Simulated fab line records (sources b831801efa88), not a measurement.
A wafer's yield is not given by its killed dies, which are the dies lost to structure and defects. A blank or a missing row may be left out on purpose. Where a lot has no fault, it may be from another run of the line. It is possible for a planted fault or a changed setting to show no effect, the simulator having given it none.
Matching of chambers | flow sky130 | 4 sister chambers for SKY_LI_CONTACT_ETCH_14 on rie_diel-01
The step etches BARC in N2/H2, stops on SiO2, time 45.9 s, target depth 60 nm. 14 wafers are shown with their chamber, then 6 later ones without.

## EACH WAFER AND ITS CHAMBER
wafer  | chamber | rf_fwd_power_W (W) | oes_product_au (a.u.) | throttle_valve_pct (%)
L889.2 | 2       | 489.7              | 0.859                 | 13.222
L889.4 | 3       | 496.7              | 0.856                 | 13.227
L889.5 | 0       | 495.6              | 0.851                 | 13.227
L890.1 | 0       | 491.4              | 0.854                 | 13.208
L890.4 | 3       | 492.6              | 0.859                 | 13.224
L890.6 | 3       | 496.4              | 0.859                 | 13.219
L891.2 | 3       | 496.7              | 0.855                 | 13.222
L891.4 | 1       | 494.2              | 0.853                 | 13.225
L891.6 | 3       | 496.6              | 0.855                 | 13.218
L899.1 | 2       | 493.4              | 0.851                 | 13.227
L899.4 | 1       | 495.4              | 0.861                 | 13.223
L901.3 | 1       | 497.2              | 0.846                 | 13.226
L901.5 | 2       | 490.8              | 0.860                 | 13.215
L901.6 | 1       | 495.8              | 0.852                 | 13.220

SIGNATURES, as means of the wafers listed above
reading            | chamber 0 | chamber 1 | chamber 2 | chamber 3 | scatter within a chamber
rf_fwd_power_W     | 493.500   | 495.650   | 491.300   | 495.800   | 1.83
oes_product_au     | 0.85250   | 0.85300   | 0.85667   | 0.85680   | 0.00429
throttle_valve_pct | 13.21750  | 13.22350  | 13.22133  | 13.22200  | 0.00573
Rule: for a wafer and a chamber, the distance is found by dividing, reading by reading, the gap between the wafer's reading and the chamber's mean by the reading's scatter, squaring, summing and taking the root. The wafer belongs to the nearest chamber; if the next one is less than 2 further off, it can't be placed. The scatter: take each reading less its chamber's mean, square it, sum over the shown wafers, divide by the number of wafers less the number of chambers, and take the root.

## WAFERS WITHOUT THEIR CHAMBER
wafer  | rf_fwd_power_W (W) | oes_product_au (a.u.) | throttle_valve_pct (%)
L905.2 | 495.2              | 0.850                 | 13.212
L905.4 | 496.8              | 0.852                 | 13.222
L905.5 | 499.1              | 0.850                 | 13.231
L910.4 | 491.4              | 0.861                 | 13.241
L910.5 | 493.6              | 0.857                 | 13.231
L910.6 | 496.4              | 0.861                 | 13.226

## WHICH CHAMBER EACH WENT THROUGH
wafer  | from the rows above               | in truth
L905.2 | can't be placed: 0 or 1 or 3 or 2 | 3
L905.4 | can't be placed: 1 or 3 or 0      | 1
L905.5 | can't be placed: 1 or 3 or 0      | 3
L910.4 | can't be placed: 2 or 3 or 1 or 0 | 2
L910.5 | can't be placed: 1 or 3 or 2 or 0 | 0
L910.6 | can't be placed: 3 or 1 or 0 or 2 | 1
Correct placement for 0 of the 6. Not placeable from these rows: 6 (in 6, the candidates include the true chamber). 0 placed wrongly.
